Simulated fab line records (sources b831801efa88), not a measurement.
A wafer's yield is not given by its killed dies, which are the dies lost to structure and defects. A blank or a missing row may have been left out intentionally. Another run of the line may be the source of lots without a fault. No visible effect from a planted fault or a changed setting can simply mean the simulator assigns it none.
Which tool is to blame? -- flow sky130 -- Sampling: 13 lots, 39 wafers, 4 of 708 route steps

## WHAT THE GAUGES SHOWED, per wafer
SKY_METAL3_OVL_MEAS_14. Usual: METAL3_OVL gives 0 nm (standard deviation 4.8).
lot,measured,on,METAL3_OVL (nm),flag
L959,day 38 08:27,overlay-01,-11 -2 -12,
L960,day 38 17:22,overlay-01,-1 0 -1,
L961,day 38 23:46,overlay-02,-1 -9 -3,
L962,day 39 10:34,overlay-02,-5 -3 -4,
L964,day 39 21:32,overlay-02,-3 -4 -2,
L971,day 41 20:55,overlay-02,5 1 3,
L975,day 43 04:02,overlay-01,4 1 2,
L977,day 43 17:22,overlay-01,-6 -1 -3,
L978,day 44 04:17,overlay-02,6 7 4,
L979,day 44 10:04,overlay-01,3 -1 -2,
L980,day 44 10:46,overlay-02,-14 -12 -4,
L981,day 44 16:41,overlay-02,0 5 6,
L982,day 44 18:13,overlay-01,-4 -6 -2,

## EACH LOT AND THE TOOL THAT RAN IT (in order: tool; ch and the chambers of the sampled wafers; start)
lot,SKY_NWELL_EXPOSE_07,SKY_METAL2_SPUTTER_01,SKY_CAPM_STRIP_14
L959,"iline_stepper-02 ch 0, day 4 03:56","pvd_sputter-01, day 33 20:02","plasma_asher-03 ch 0,1, day 37 06:29"
L960,"iline_stepper-02 ch 0, day 4 12:14","pvd_sputter-01, day 34 05:41","plasma_asher-03 ch 0,1, day 37 15:59"
L961,"iline_stepper-02 ch 0, day 4 17:40","pvd_sputter-04, day 34 12:17","plasma_asher-02 ch 0,1, day 37 21:50"
L962,"iline_stepper-01 ch 0, day 4 23:17","pvd_sputter-02, day 34 23:02","plasma_asher-01 ch 0,1, day 38 09:11"
L964,"iline_stepper-01 ch 0, day 5 12:28","pvd_sputter-01, day 35 09:42","plasma_asher-01 ch 0,1, day 38 19:17"
L971,"iline_stepper-02 ch 0, day 7 02:15","pvd_sputter-04, day 37 15:31","plasma_asher-02 ch 0, day 40 20:49"
L975,"iline_stepper-02 ch 0, day 8 03:58","pvd_sputter-01, day 39 01:53","plasma_asher-01 ch 0,1, day 42 05:02"
L977,"iline_stepper-01 ch 0, day 8 11:50","pvd_sputter-02, day 39 15:06","plasma_asher-03 ch 0,1, day 42 18:02"
L978,"iline_stepper-02 ch 0, day 9 00:04","pvd_sputter-01, day 40 02:23","plasma_asher-02 ch 0,1, day 43 05:25"
L979,"iline_stepper-01 ch 0, day 9 05:42","pvd_sputter-04, day 40 08:51","plasma_asher-02 ch 0,1, day 43 11:08"
L980,"iline_stepper-01 ch 0, day 9 07:37","pvd_sputter-02, day 40 10:05","plasma_asher-02 ch 0,1, day 43 12:54"
L981,"iline_stepper-01 ch 0, day 9 13:49","pvd_sputter-01, day 40 16:41","plasma_asher-02 ch 0,1, day 43 18:16"
L982,"iline_stepper-02 ch 0, day 9 19:06","pvd_sputter-04, day 40 17:50","plasma_asher-02 ch 0,1, day 43 19:20"
- SKY_NWELL_EXPOSE_07: exposes mask NWM, target cd 840 nm.
- SKY_METAL2_SPUTTER_01: material TiN, target thk 20 nm, time 16.7 s.
- SKY_CAPM_STRIP_14: strips in O2/N2.

## WHAT THE TOOLS THEMSELVES READ (means of the sampled wafers that have a number; where no wafer has one, the mark that the record gives instead)
SKY_METAL2_SPUTTER_01. Usual: chamber_pressure_pa 0.4000 Pa, standard deviation 0.00077; throttle_valve_pct 30.3 %, standard deviation 1.2.
lot,tool,chamber_pressure_pa (Pa),throttle_valve_pct (%),flag
L959,pvd_sputter-01,0.4000,29.9,
L960,pvd_sputter-01,0.4000,30.9,
L961,pvd_sputter-04,0.3994,30.2,
L962,pvd_sputter-02,0.4001,30.4,
L964,pvd_sputter-01,0.4007,30.4,
L971,pvd_sputter-04,0.3989,29.4,
L975,pvd_sputter-01,0.3997,30.7,
L977,pvd_sputter-02,0.3997,30.3,
L978,pvd_sputter-01,0.4002,30.2,
L979,pvd_sputter-04,0.3998,31.1,
L980,pvd_sputter-02,0.4003,30.7,
L981,pvd_sputter-01,0.3994,31.1,
L982,pvd_sputter-04,0.4009,30.9,

SKY_CAPM_STRIP_14. Usual: drypump_motor_current_A 5.6 A, standard deviation 0.66; oes_product_au 0.711 a.u., standard deviation 0.0047; strip_time_to_endpoint_s 12.62 s, standard deviation 0.041.
lot,tool,drypump_motor_current_A (A),oes_product_au (a.u.),strip_time_to_endpoint_s (s),flag
L959,plasma_asher-03,5.3,0.714,12.60,
L960,plasma_asher-03,5.3,0.709,12.57,
L961,plasma_asher-02,5.3,0.713,12.61,
L962,plasma_asher-01,5.4,0.711,12.64,
L964,plasma_asher-01,5.4,0.712,12.57,
L971,plasma_asher-02,6.4,0.713,12.58,
L975,plasma_asher-01,5.4,0.716,12.57,
L977,plasma_asher-03,5.3,0.710,12.62,
L978,plasma_asher-02,5.4,0.710,12.66,
L979,plasma_asher-02,5.9,0.713,12.61,
L980,plasma_asher-02,5.9,0.711,12.67,
L981,plasma_asher-02,5.9,0.712,12.61,
L982,plasma_asher-02,5.9,0.716,12.62,

## THE ANSWER, worked out from the rows above alone
Rule: take the mean of a lot's wafers that have a number; if it is more than 3 standard deviations from the usual mean, the lot is off. A lot without any number at a reading at which 4 lots or more have one is off too. The other lots that the step has rows for count as sound. Order of review: gauges by route order, followed by the tools' own readings, for which a lot's mean as printed above is used. The first step at which some lot is off is used, and at that step the reading that is off furthest; a lot without a number counts as furthest.
No lot is off at any reading shown: from this, nothing can be told.

## WHAT THE SIMULATOR PUT IN
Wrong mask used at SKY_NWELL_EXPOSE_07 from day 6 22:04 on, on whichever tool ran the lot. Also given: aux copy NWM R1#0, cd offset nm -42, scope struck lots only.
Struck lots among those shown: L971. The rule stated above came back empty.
